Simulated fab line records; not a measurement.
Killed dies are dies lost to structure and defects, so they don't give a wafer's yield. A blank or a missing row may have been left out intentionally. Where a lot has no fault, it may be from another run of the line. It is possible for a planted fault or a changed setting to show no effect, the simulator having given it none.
fab line records	flow sky130
record lots=6	wafers=18	last-day=49
route steps=708 shown METAL4@635 VIA4@639 PAD_OPEN@708
lots that met no fault: taken from a fault-free run of the same line
start-h: hours from the record's first day to the start of the lot's first wafer shown	wait-h: time in hours since the lot's previous step	" the same as in the row above	L1.1+2: a row that stands for several wafers	- no value present, or no start provided	* or withheld: withheld	< > ~ a bound
route shown NAME@n: NAME is a module with steps in the file, n the number in the route of the first one	usual: mean/standard deviation of fault-free wafers	same: alike in all rows	chamber/n: place in a boat	sites: the reading at each site	_std_site: the standard deviation of these	_edge_site: inner sites' mean taken away from outer sites' mean	radius-mm: for every site, how far away it sits from the centre of the wafer	mask NAME#n: copy n	behind: the last tool/chamber to shape the wafer	hold: why the lot went on hold/how many hours it stayed there/how the hold came to an end	device: the n, p or np transistor that did not switch	end of line: tests of these same wafers at the route's end	a step with no rows: only its recipe	killed: not the wafer's yield, but the dies lost to structure and defects at the first sort	map: the dies of a wafer, with x for killed, . for not killed, _ for no die there
set.NAME: setting as actually run; set.NAME@STEP: the setting as run at that earlier step	model.NAME: the simulator's own value behind a step, which no gauge read
lots at selected steps of the route; one table per step, one row per wafer
services: when a tool's chamber went out of use (start-h, in hours from the record's first day, below 0 if earlier), for how many hours, and the reason
## steps
# step SKY_METAL4_STRIP_19
# recipe chemistry=O2/N2	power-w=1400	pressure-mtorr=1500	platen-temp-c=withheld	o2-flow-sccm=3000	n2-flow-sccm=300	overash-fraction=0.5
# usual drypump-motor-current-A=5.9/0.47	oes-product-au=0.498/0.0058	strip-time-to-endpoint-s=6.43/0.094
lot.wafer	tool	chamber	start-h	wait-h	drypump-motor-current-A	oes-product-au	rf-hours-counter-h	strip-time-to-endpoint-s
L911.2	plasma-asher-02	0	993.77	0.1	6.3	0.496	25	6.43
L911.4	"	0	"	"	6.2	0.495	-	6.45
L911.6	"	1	"	"	6.4	0.504	-	6.47
L914.1	plasma-asher-04	0	1013.68	0.1	5.1	0.496	113	6.52
L914.4	"	0	"	"	5.2	0.501	-	6.51
L914.6	"	0	"	"	5.1	0.499	-	6.48
L923.1	plasma-asher-02	1	1069.93	0.1	6.4	0.498	32	6.43
L923.2	"	0	"	"	6.3	0.496	32	6.27
L923.5	"	1	"	"	6.4	0.499	-	6.27
L924.1	plasma-asher-01	1	1072.88	0.1	5.4	0.498	98	6.37
L924.2	"	0	"	"	5.5	0.492	98	6.24
L924.5	"	0	"	"	5.5	0.491	-	6.37
L925.2	plasma-asher-01	0	1079.83	0.1	5.5	0.509	99	6.66
L925.4	"	1	"	"	5.4	0.497	-	6.48
L925.6	"	0	"	"	5.5	0.502	-	6.60
L926.1	plasma-asher-04	0	1086.03	0.1	5.1	0.506	2	6.63
L926.5	"	0	"	"	5.1	0.499	-	6.54
L926.6	"	1	"	"	5.6	0.490	-	6.45
# step SKY_METAL4_STRIP_20
# recipe chemistry=post-etch-residue-remover	time-s=1200	temp-c=72.5
# step SKY_METAL4_CLEAN_21
# recipe chemistry=IPA	time-s=180	temp-c=25
# step SKY_METAL4_CLEAN_22
# recipe chemistry=O3/DIW	dry=n2-spin
# step SKY_VIA4_HDPCVD_00
# recipe material=SiO2	target-thk-nm=1750	sigma-open-frac=0.3	time-s=291.7	temp-c=400	sih4-flow-sccm=60	pressure-mtorr=6
# step SKY_VIA4_THK_MEAS_01
# recipe reads=SiO2_of_VIA4_HDPCVD_00
# usual VIA4_HDPCVD_THK=1748/36
lot.wafer	tool	chamber	start-h	wait-h	VIA4_HDPCVD_THK[nm]
L911.2	film-metro-02	-	994.55	0.1	1781
L911.4	"	-	"	"	1750
L911.6	"	-	"	"	1785
L914.1	film-metro-03	-	1014.45	0.1	1740
L914.4	"	-	"	"	1738
L914.6	"	-	"	"	1745
L923.1	film-metro-01	-	1070.70	0.1	1762
L923.2	"	-	"	"	1745
L923.5	"	-	"	"	1736
L924.1	film-metro-02	-	1073.65	0.1	1783
L924.2	"	-	"	"	1793
L924.5	"	-	"	"	1771
L925.2	film-metro-03	-	1080.61	0.1	1810
L925.4	"	-	"	"	1780
L925.6	"	-	"	"	1782
L926.1	film-metro-03	-	1086.80	0.1	1779
L926.5	"	-	"	"	1809
L926.6	"	-	"	"	1791
# step SKY_VIA4_CMP_02
# recipe material=SiO2	down-force-psi=4	platen-rpm=60	pad-velocity-m-s=0.94248
# usual edge-zone-pressure-frac=1.000/0.0047	motor-current-A=12.8/1.1
lot.wafer	tool	chamber	start-h	wait-h	edge-zone-pressure-frac	motor-current-A
L911.2	cmp-01	3	994.72	0.2	1.003	13.4
L911.4	"	0	"	"	0.998	12.5
L911.6	"	3	"	"	1.005	12.6
L914.4	cmp-01	0	1014.58	0.1	1.000	12.0
L914.1	"	1	"	"	0.999	13.9
L914.6	"	0	"	"	0.998	12.2
L923.1	cmp-02	0	1070.91	0.2	1.001	15.7
L923.2	"	1	"	"	0.997	12.5
L923.5	"	0	"	"	1.001	14.2
L924.2	cmp-01	3	1073.81	0.1	1.002	13.0
L924.1	"	0	"	"	0.992	11.7
L924.5	"	1	"	"	1.000	13.5
L925.4	cmp-02	3	1080.76	0.1	0.997	10.7
L925.2	"	0	"	"	1.001	15.3
L925.6	"	2	"	"	1.006	12.9
L926.1	cmp-01	1	1087.30	0.5	0.994	13.8
L926.5	"	3	"	"	0.998	12.2
L926.6	"	0	"	"	1.003	12.5
# step SKY_VIA4_BOW_MEAS_03
# recipe mode=bow
# usual VIA4_BOW=79/8.2
lot.wafer	tool	chamber	start-h	wait-h	VIA4_BOW[um]
L911.2	film-metro-01	-	994.99	0.2	75
L911.4	"	-	"	"	80
L911.6	"	-	"	"	80
L914.1	film-metro-03	-	1014.88	0.2	69
L914.4	"	-	"	"	65
L914.6	"	-	"	"	67
L923.1	film-metro-02	-	1071.16	0.2	79
L923.2	"	-	"	"	83
L923.5	"	-	"	"	85
L924.1	film-metro-01	-	1074.01	0.1	75
L924.2	"	-	"	"	86
L924.5	"	-	"	"	73
L925.2	film-metro-03	-	1080.98	0.1	75
L925.4	"	-	"	"	80
L925.6	"	-	"	"	72
L926.1	film-metro-03	-	1087.50	0.1	83
L926.5	"	-	"	"	68
L926.6	"	-	"	"	80
# step SKY_VIA4_DEHYDRATE_04
# recipe temp-c=200	time-s=60
# step SKY_VIA4_HMDS_05
# recipe prime-time-s=60	prime-temp-c=120
# step SKY_VIA4_COAT_06
# recipe resist=NOVOLAK	spin-rpm=3000	resist-thk-nm=1140
# step SKY_VIA4_SOFTBAKE_07
# recipe temp-c=90	time-s=60	resist=NOVOLAK
# step SKY_VIA4_EXPOSE_08
# recipe mask-id=VIM4	na=0.6	source-shape=conventional	sigma-outer=0.6	polarization=unpolarized	target-cd-nm=800	dose-mj=132
lot.wafer	tool	chamber	start-h	wait-h	mask
L911.2+4+6	iline-stepper-02	0	1006.48	-	VIM4#0
L914.1+4+6	iline-stepper-01	0	1026.34	-	VIM4#0
L923.1+2+5	iline-stepper-01	0	1081.81	-	VIM4#0
L924.1+2+5	iline-stepper-01	0	1085.36	-	VIM4#0
L925.2+4+6	iline-stepper-02	0	1091.65	-	VIM4#0
L926.1+5+6	iline-stepper-02	0	1097.91	-	VIM4#0
# step SKY_VIA4_PEB_09
# recipe temp-c=withheld	time-s=*	resist=NOVOLAK
# step SKY_VIA4_DEVELOP_10
# recipe resist=NOVOLAK	developer=TMAH	develop-time-s=60	dev-temp-c=23
# step SKY_VIA4_OVL_MEAS_11
# usual VIA4_OVL=-0.7/1.3
lot.wafer	tool	chamber	start-h	wait-h	VIA4_OVL[nm]
L911.2	overlay-01	-	1018.10	0.1	-1.1
L911.4	"	-	"	"	-2.4
L911.6	"	-	"	"	-2.7
L914.1	overlay-02	-	1037.54	0.1	-1.1
L914.4	"	-	"	"	-0.3
L914.6	"	-	"	"	-1.1
L923.1	overlay-02	-	1091.94	0.1	-1.9
L923.2	"	-	"	"	-2.5
L923.5	"	-	"	"	-2.0
L924.1	overlay-01	-	1095.49	0.1	1.7
L924.2	"	-	"	"	1.2
L924.5	"	-	"	"	-0.8
L925.2	overlay-01	-	1101.55	0.1	-1.7
L925.4	"	-	"	"	-1.4
L925.6	"	-	"	"	-1.0
L926.1	overlay-01	-	1107.74	0.1	-1.1
L926.5	"	-	"	"	0.0
L926.6	"	-	"	"	-0.8
# step SKY_VIA4_ETCH_12
# recipe target=SiO2	chemistry=C4F8/O2/Ar	stop-on=TiN	mask-material=NOVOLAK	source-w=1500	bias-w=1200	pressure-mtorr=40	c4f8-flow-sccm=withheld	O2_flow_sccm=6	Ar_flow_sccm=300	time-s=withheld	target-depth-a=5800
# usual oes-product-au=0.926/0.0048
lot.wafer	tool	chamber	start-h	wait-h	oes-product-au	model.VIA4.cd-nm
L911.2	rie-diel-01	3	1018.13	0.0	0.929	798.8
L911.4	"	0	"	"	0.923	796.2
L911.6	"	1	"	"	0.931	798.4
L914.1	rie-diel-04	3	1037.58	0.0	0.924	797.6
L914.4	"	2	"	"	0.929	797.5
L914.6	"	2	"	"	0.926	795.9
L923.1	rie-diel-03	0	1091.98	0.0	0.928	805.5
L923.2	"	3	"	"	0.935	852
L923.5	"	1	"	"	0.925	805
L924.1	rie-diel-04	0	1095.53	0.0	0.925	802.8
L924.2	"	3	"	"	0.930	849.6
L924.5	"	2	"	"	0.917	803.4
L925.2	rie-diel-01	3	1101.58	0.0	0.928	798
L925.4	"	3	"	"	0.923	798.6
L925.6	"	0	"	"	0.927	799.1
L926.1	rie-diel-04	2	1107.78	0.0	0.917	798.2
L926.5	"	3	"	"	0.920	796.9
L926.6	"	2	"	"	0.928	795.6
# step SKY_VIA4_STRIP_13
# recipe chemistry=O2/N2	power-w=1400	pressure-mtorr=1500	platen-temp-c=withheld	o2-flow-sccm=3000	n2-flow-sccm=300	overash-fraction=0.5
# usual drypump-motor-current-A=5.7/0.47	oes-product-au=0.709/0.0042	strip-time-to-endpoint-s=12.80/0.033
lot.wafer	tool	chamber	start-h	wait-h	drypump-motor-current-A	oes-product-au	rf-hours-counter-h	strip-time-to-endpoint-s
L911.2	plasma-asher-02	1	1018.20	-	6.5	0.713	27	12.83
L911.4	"	1	"	"	6.4	0.716	-	12.83
L911.6	"	0	"	"	6.3	0.710	-	12.85
L914.1	plasma-asher-02	1	1037.65	-	6.5	0.709	29	12.82
L914.4	"	1	"	"	6.4	0.715	-	12.84
L914.6	"	0	"	"	6.3	0.700	-	12.85
L923.1	plasma-asher-03	1	1092.05	-	5.7	0.712	66	12.84
L923.2	"	0	"	"	5.3	0.709	66	12.75
L923.5	"	0	"	"	5.3	0.706	-	12.80
L924.1	plasma-asher-02	1	1095.60	-	6.5	0.705	34	12.81
L924.2	"	0	"	"	6.3	0.701	34	12.83
L924.5	"	1	"	"	6.4	0.710	-	12.85
L925.2	plasma-asher-04	0	1101.65	-	5.1	0.708	4	12.82
L925.4	"	1	"	"	5.7	0.709	-	12.78
L925.6	"	0	"	"	5.1	0.709	-	12.78
L926.1	plasma-asher-03	1	1107.85	-	5.7	0.707	68	12.78
L926.5	"	0	"	"	5.3	0.713	-	12.78
L926.6	"	1	"	"	5.7	0.715	-	12.83
# step SKY_PAD_OPEN_PROBE_99
# usual defect-limited-yield=82.3/2.1	killed_at_M0_to_M3=45/6.9	killed_at_M4_up=3.1/1.7	killed-at-contacts=24/5.7	killed-at-front-end=15/4.6	killed-at-other=0.3/0.57	killed-dies=87/10	killed-open=48/7.4	killed-short=39/6.7	sort_bin_3_pad_short=0.9/0.41	sort_bin_5_function=10.4/1.5	sort_bin_6_memory=6.4/1.1	sort-n-pass=405/10	sort-yield-pct=82.3/2.1
# same gross-dies=492	killed-at-back-side=0	sort_bin_4_leakage[%]=0	sort_bin_8_speed[%]=0
lot.wafer	tool	chamber	start-h	wait-h	defect-limited-yield[%]	killed_at_M0_to_M3	killed_at_M4_up	killed-at-contacts	killed-at-front-end	killed-at-other	killed-dies	killed-open	killed-short	sort_bin_3_pad_short[%]	sort_bin_5_function[%]	sort_bin_6_memory[%]	sort-n-pass	sort-yield-pct[%]	model.etest.via4-chain.rc-ohm
L911.2	prober-01	-	1088.63	0.1	79.7	55	5	29	11	0	100	55	45	1.0	13.0	6.3	392	79.7	0.7977
L911.4	prober-01	-	1088.73	0.2	78.0	52	3	35	18	0	108	54	54	2.0	11.0	8.9	384	78.0	0.8164
L911.6	prober-01	-	1088.83	0.2	75.2	62	3	34	23	0	122	65	57	1.4	14.4	8.9	370	75.2	0.8376
L914.1	prober-02	-	1108.96	0.1	85.0	37	3	22	12	0	74	36	38	0.4	8.7	5.9	418	85.0	0.7974
L914.4	prober-02	-	1109.11	0.2	79.1	44	2	40	17	0	103	49	54	0.8	12.6	7.5	389	79.1	0.8202
L914.6	prober-02	-	1109.21	0.2	84.1	36	3	24	15	0	78	36	42	0.6	8.9	6.3	414	84.1	0.7924
L923.1	prober-01	-	1155.65	0.1	83.1	49	2	16	16	0	83	50	33	0.8	12.2	3.9	409	83.1	0.8009
L923.2	prober-01	-	1155.70	0.1	83.7	47	2	18	12	1	80	35	45	0.4	10.2	5.7	412	83.7	0.6942
L923.5	prober-01	-	1155.85	0.2	81.9	43	4	25	16	1	89	45	44	1.0	11.4	5.7	403	81.9	0.7904
L924.1	prober-01	-	1159.17	0.1	83.3	40	3	19	20	0	82	41	41	0.6	10.4	5.7	410	83.3	0.8075
L924.2	prober-01	-	1159.22	0.1	83.9	44	4	15	16	0	79	59	20	0.2	9.6	6.3	413	83.9	0.711
L924.5	prober-01	-	1159.37	0.2	79.1	59	6	24	12	2	103	63	40	0.6	12.8	7.5	389	79.1	0.7863
L925.2	prober-02	-	1164.11	0.1	79.9	54	2	23	20	0	99	59	40	0.2	13.0	6.9	393	79.9	0.8003
L925.4	prober-02	-	1164.21	0.2	83.3	36	2	34	9	1	82	42	40	0.8	8.5	7.3	410	83.3	0.803
L925.6	prober-02	-	1164.31	0.2	80.7	44	2	25	24	0	95	45	50	0.6	11.8	6.9	397	80.7	0.782
L926.1	prober-01	-	1169.31	0.1	80.3	47	5	28	17	0	97	54	43	1.2	12.2	6.3	395	80.3	0.7842
L926.5	prober-01	-	1169.51	0.2	83.5	38	1	25	16	1	81	40	41	0.8	9.8	5.9	411	83.5	0.7867
L926.6	prober-01	-	1169.56	0.2	83.5	43	3	24	11	0	81	53	28	0.4	10.2	5.9	411	83.5	0.8033
# killed by level:class
L911.2 VIA1:geometric-particle:open=9 CONTACT:geometric-particle:open=8 LI_CONTACT:geometric-particle:open=8 METAL1:geometric-particle:short=8 VIA2:geometric-particle:open=8 LOCAL_INTERCONNECT:geometric-particle:short=7 METAL2:geometric-particle:open=6 VIA3:geometric-particle:open=6
L911.4 CONTACT:geometric-particle:open=13 VIA1:geometric-particle:open=10 LI_CONTACT:geometric-particle:open=9 VIA3:geometric-particle:open=9 VIA2:geometric-particle:short=7 CONTACT:geometric-particle:short=7 METAL1:geometric-particle:short=7 VIA1:geometric-particle:short=6
L911.6 VIA3:geometric-particle:open=12 VIA1:geometric-particle:open=12 VIA2:geometric-particle:open=10 METAL1:geometric-particle:short=10 FIELD_ISO:geometric-particle:open=9 CONTACT:geometric-particle:open=9 CONTACT:geometric-particle:short=9 LI_CONTACT:geometric-particle:open=6
L914.1 CONTACT:geometric-particle:open=9 LI_CONTACT:geometric-particle:open=8 VIA1:geometric-particle:open=7 METAL2:geometric-particle:short=6 METAL3:geometric-particle:short=5 FIELD_ISO:geometric-particle:short=4 LI_CONTACT:geometric-particle:short=4 VIA2:geometric-particle:short=4
L914.4 LI_CONTACT:geometric-particle:open=9 CONTACT:geometric-particle:open=9 LOCAL_INTERCONNECT:geometric-particle:short=8 METAL2:geometric-particle:short=7 VIA1:geometric-particle:open=7 LI_CONTACT:geometric-particle:short=6 CONTACT:geometric-particle:short=6 METAL1:geometric-particle:short=6
L914.6 CONTACT:geometric-particle:short=9 VIA1:geometric-particle:open=7 FIELD_ISO:geometric-particle:short=6 LI_CONTACT:geometric-particle:open=6 VIA1:geometric-particle:short=6 METAL2:geometric-particle:short=6 FIELD_ISO:geometric-particle:open=5 CONTACT:geometric-particle:open=4
L923.1 VIA1:geometric-particle:open=19 VIA3:geometric-particle:open=7 VIA1:geometric-particle:short=6 FIELD_ISO:geometric-particle:short=5 LI_CONTACT:geometric-particle:open=5 METAL2:geometric-particle:short=4 LOCAL_INTERCONNECT:geometric-particle:short=4 CONTACT:geometric-particle:open=4
L923.2 CONTACT:geometric-particle:open=7 VIA1:geometric-particle:open=7 METAL2:geometric-particle:short=7 VIA2:geometric-particle:open=7 CONTACT:geometric-particle:short=5 FIELD_ISO:geometric-particle:short=4 METAL1:geometric-particle:short=4 VIA1:geometric-particle:short=4
L923.5 VIA1:geometric-particle:open=12 CONTACT:geometric-particle:open=8 VIA2:geometric-particle:open=6 METAL2:geometric-particle:short=6 FIELD_ISO:geometric-particle:short=5 LOCAL_INTERCONNECT:geometric-particle:short=5 CONTACT:geometric-particle:short=5 VIA3:geometric-particle:open=5
L924.1 VIA1:geometric-particle:open=11 POLY_GATE:geometric-particle:short=8 CONTACT:geometric-particle:open=8 CONTACT:geometric-particle:short=6 VIA2:geometric-particle:open=5 VIA3:geometric-particle:open=5 FIELD_ISO:geometric-particle:short=4 METAL1:geometric-particle:short=4
L924.2 VIA1:geometric-particle:open=11 VIA2:geometric-particle:open=10 LI_CONTACT:geometric-particle:open=9 VIA3:geometric-particle:open=9 FIELD_ISO:geometric-particle:open=5 POLY_GATE:geometric-particle:open=4 METAL2:geometric-particle:short=3 METAL1:geometric-particle:short=3
L924.5 VIA1:geometric-particle:open=20 LI_CONTACT:geometric-particle:open=9 VIA2:geometric-particle:open=9 VIA3:geometric-particle:open=9 CONTACT:geometric-particle:open=7 METAL1:geometric-particle:short=7 POLY_GATE:geometric-particle:open=5 METAL4:geometric-particle:short=5
L925.2 VIA1:geometric-particle:open=13 VIA3:geometric-particle:open=12 LI_CONTACT:geometric-particle:open=8 POLY_GATE:geometric-particle:open=7 VIA1:geometric-particle:short=6 FIELD_ISO:geometric-particle:open=5 CONTACT:geometric-particle:open=5 CONTACT:geometric-particle:short=5
L925.4 VIA1:geometric-particle:open=10 CONTACT:geometric-particle:short=10 CONTACT:geometric-particle:open=10 VIA1:geometric-particle:short=8 LI_CONTACT:geometric-particle:open=6 VIA2:geometric-particle:open=5 VIA3:geometric-particle:open=4 SPACER:geometric-particle:short=3
L925.6 VIA3:geometric-particle:open=9 POLY_GATE:geometric-particle:open=6 LI_CONTACT:geometric-particle:open=6 CONTACT:geometric-particle:short=6 VIA1:geometric-particle:short=6 METAL1:geometric-particle:short=6 CONTACT:geometric-particle:open=5 SPACER:geometric-particle:short=5
L926.1 VIA1:geometric-particle:open=16 CONTACT:geometric-particle:open=14 METAL2:geometric-particle:short=8 CONTACT:geometric-particle:short=7 POLY_GATE:geometric-particle:open=6 POLY_GATE:geometric-particle:short=5 METAL1:geometric-particle:short=4 VIA1:geometric-particle:short=4
L926.5 VIA1:geometric-particle:open=10 CONTACT:geometric-particle:open=8 CONTACT:geometric-particle:short=7 FIELD_ISO:geometric-particle:open=6 METAL1:geometric-particle:short=6 FIELD_ISO:geometric-particle:short=5 VIA3:geometric-particle:short=4 LI_CONTACT:geometric-particle:open=4
L926.6 CONTACT:geometric-particle:open=13 VIA1:geometric-particle:open=11 VIA3:geometric-particle:open=10 METAL1:geometric-particle:short=6 VIA2:geometric-particle:open=5 POLY_GATE:geometric-particle:short=4 METAL4:geometric-particle:short=3 POLY_GATE:geometric-particle:open=3
## services
tool	chamber	start-h	hours	kind
iline-stepper-01	-	972.64	17.7	repair
plasma-asher-01	-	973.34	0.6	repair
rie-diel-01	1	980.60	5.8	repair
rie-diel-01	-	988.84	5.2	repair
cmp-02	-	991.10	9.3	repair
plasma-asher-02	-	1001.97	5.1	repair
rie-diel-04	1	1007.97	4.5	repair
cmp-02	-	1010.09	7.9	pm
rie-diel-03	-	1028.48	14.6	pm
rie-diel-04	2	1037.73	9.1	repair
iline-stepper-02	-	1043.96	3.1	repair
rie-diel-04	1	1045.96	9.5	repair
plasma-asher-04	-	1055.25	9.0	pm
cmp-01	-	1056.83	1.6	repair
cmp-01	-	1068.69	2.5	repair
plasma-asher-01	-	1069.34	1.6	repair
plasma-asher-02	-	1072.80	1.4	repair
iline-stepper-01	-	1074.84	1.7	pm
cmp-02	-	1075.85	2.2	repair
cmp-01	-	1083.20	4.0	pm
cmp-02	-	1095.48	3.0	repair
cmp-01	-	1096.25	1.2	repair
plasma-asher-04	-	1105.69	16.1	repair
rie-diel-04	1	1107.77	2.5	repair
## key
first-sign none at tools or gauges
model-effect step=SKY_VIA4_ETCH_12	value=VIA4.cd-nm	without=803.4	struck=850.8
model-effect step=SKY_PAD_OPEN_PROBE_99	value=etest.via4-chain.rc-ohm	without=0.7673	struck=0.7026
met-at SKY_VIA4_EXPOSE_08
struck-wafers L923.2,L924.2
onset-between 1026.34 1081.81
fault kind=process-parameter-drift	tool=iline-stepper-01	chamber=-	onset-h=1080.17	steps=SKY_VIA4_EXPOSE_08	channel=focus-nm	offset=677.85	shape=step	end-h=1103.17	scope=struck-wafers-only
